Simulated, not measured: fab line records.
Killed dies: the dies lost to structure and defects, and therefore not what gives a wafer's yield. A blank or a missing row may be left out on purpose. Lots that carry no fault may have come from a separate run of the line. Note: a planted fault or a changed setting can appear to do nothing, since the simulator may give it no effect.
Problem report, 8D (eight disciplines) form, completed by code / flow sky130 / the parts of the form that need people (team, actions taken, sign-off) are left out

== 1. WHAT IS WRONG ==
Wafers without a fault read 0.4001 Pa, standard deviation 0.00072; chamberPressurePa at SKY_METAL2_SPUTTER_04 reads a mean of 0.4819 Pa on 6 wafers belonging to 2 lots. So: +99 or more standard deviations from the usual mean.
The step: material TiN, target thk 70 nm, time 58.3 s.
Earliest sighting: wafer L407.2 on pvdSputter-01 at day 36 22:28. Wafers with a number at this step in the record: 18, from 6 lots. By rule, "out" or "out of limits" means more than 4 standard deviations away from the usual mean. The rest of the wafers with a number are treated as sound.

== 2. WHAT IT IS, WHAT IT ISN'T ==
question=which readings at this step | is=chamberPressurePa | is not=-
question=which lots | is=L407, L408 | is not=L399, L400, L419, L420
question=which wafers of those lots | is=all that have a number | is not=-
question=read on which tools | is=pvdSputter-01 | is not=pvdSputter-02, pvdSputter-03
question=when | is=from day 36 22:28 | is not=up to then (6 sound wafers); but 6 sound wafers of L419, L420 came after

== 3. THE SUSPECTS, EACH WITH WHAT RULES IT OUT ==
Counting: any tool at a process step up to the reading is kept as a suspect provided that every lot that is out went through it and no sound lot did after the first of them.
- pvdSputter-01 at SKY_METAL2_SPUTTER_00 (material Ti, target thk 15 nm, time 10 s): kept. It ran every lot that is out, first L407 (day 36 22:22), and no sound lot after that; its last sound lot up to then is L400 (day 34 17:05).
- pvdSputter-01 at SKY_METAL2_SPUTTER_01 (material TiN, target thk 20 nm, time 16.7 s): kept. It ran every lot that is out, first L407 (day 36 22:23), and no sound lot after that; its last sound lot up to then is L400 (day 34 17:07).
- pvdSputter-01 at SKY_METAL2_SPUTTER_03 (material Ti, target thk 5 nm, time 3.3 s): kept. It ran every lot that is out, first L407 (day 36 22:26), and no sound lot after that; its last sound lot up to then is L400 (day 34 17:10).
- pvdSputter-01 at SKY_METAL2_SPUTTER_04 (material TiN, target thk 70 nm, time 58.3 s): kept. It ran every lot that is out, first L407 (day 36 22:28), and no sound lot after that; its last sound lot up to then is L400 (day 34 17:11). Its own readings are out on those wafers: chamberPressurePa.
Left after counting: pvdSputter-01 at SKY_METAL2_SPUTTER_00, pvdSputter-01 at SKY_METAL2_SPUTTER_01, pvdSputter-01 at SKY_METAL2_SPUTTER_03, pvdSputter-01 at SKY_METAL2_SPUTTER_04.

== 4. THE CAUSE (what the simulator had put in) ==
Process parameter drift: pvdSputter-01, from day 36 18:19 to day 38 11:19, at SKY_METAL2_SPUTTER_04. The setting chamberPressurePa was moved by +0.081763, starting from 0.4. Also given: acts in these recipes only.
Counting leaves 4 suspects; this tool is one of them.

== 5. THE EFFECT CHAIN, in route order ==
Each row: a reading where the mean over the struck wafers with a number is more than 3 standard deviations away from the usual. Readings are gone through only where the record gives a usual standard deviation; hours: the median, over the lots, of the time from a lot's start at the first step in this table giving one to that lot's start at this step; sigmas: the change measured in usual standard deviations.
hours=0; step=SKY_METAL2_SPUTTER_04; reading=chamberPressurePa; usual=0.4001 Pa; on struck wafers=0.4819; change=+0.0818; sigmas=+99 or more
hours=0; step=SKY_METAL2_SPUTTER_04; reading=throttleValvePct; usual=30.6 %; on struck wafers=27.1; change=-3.5; sigmas=-3.5
It contains these process steps:
- SKY_METAL2_SPUTTER_04: material TiN, target thk 70 nm, time 58.3 s.
Later steps that measure or inspect, where all struck wafers having a row at the step show a number for every such reading and not one has moved that far: SKY_METAL2_RS_MEAS_05, SKY_METAL2_THK_MEAS_06, SKY_METAL2_CD_MEAS_15, SKY_METAL2_OVL_MEAS_16.

== 6. HOW IT WOULD HAVE BEEN CAUGHT EARLIER ==
4 hours passed between the start of the fault at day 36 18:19 and the first reading out of limits in this record, taken at day 36 22:28.
